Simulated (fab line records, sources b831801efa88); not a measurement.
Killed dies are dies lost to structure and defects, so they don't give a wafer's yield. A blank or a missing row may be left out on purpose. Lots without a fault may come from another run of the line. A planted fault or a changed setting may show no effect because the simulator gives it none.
Which tool did it? | flow sfq_line | 6 lots, 18 wafers sampled, at 2 steps of a route of 325

WHAT THE GAUGES READ, wafer by wafer
SFQ_R5_RS_MEAS_933: measures by four-point-probe.
lot  | measured     | on            | R5_MONX_RS (ohm/sq)
L255 | day 48 12:49 | film_metro-02 | 6.80 7.11 7.08
L257 | day 49 06:56 | film_metro-03 | 7.23 6.97 7.00
L260 | day 51 05:41 | film_metro-01 | 6.95 6.97 6.98
L262 | day 51 22:03 | film_metro-03 | 7.25 7.04 7.15
L265 | day 52 18:44 | film_metro-03 | 7.08 7.33 7.31
L270 | day 54 00:41 | film_metro-01 | 7.08 6.97 6.91

WHICH TOOL RAN EACH LOT (tool, then ch and the chambers of the sampled wafers, then the start)
lot  | SFQ_TRILAYER_R5_DEP_SPUTTER_133
L255 | pvd_sputter-03, day 48 12:44
L257 | pvd_sputter-03, day 49 06:51
L260 | pvd_sputter-05, day 51 05:36
L262 | pvd_sputter-03, day 51 21:58
L265 | pvd_sputter-03, day 52 18:40
L270 | pvd_sputter-05, day 54 00:36
- SFQ_TRILAYER_R5_DEP_SPUTTER_133: material MoNx, target thk 40 nm, time 66.7 s.

THE ANSWER, worked out from the rows above alone
Rule: what is usual is taken from the lots themselves. Put in order of their means at a reading, lots are off if they are a third of the lots or fewer, leave a main group of 4 or more, and stand apart from it by a gap of 3 or more times the standard deviation of the main group's means; of several such gaps the widest counts. A main group whose means are all the same, to the digits that the tables above print for the reading, isn't used. A lot without any number at a reading at which 4 lots or more have one is off too. The other lots that the step has rows for count as sound.
No lot is off at any reading shown: from this, nothing can be told.

WHAT THE SIMULATOR HAD PUT IN
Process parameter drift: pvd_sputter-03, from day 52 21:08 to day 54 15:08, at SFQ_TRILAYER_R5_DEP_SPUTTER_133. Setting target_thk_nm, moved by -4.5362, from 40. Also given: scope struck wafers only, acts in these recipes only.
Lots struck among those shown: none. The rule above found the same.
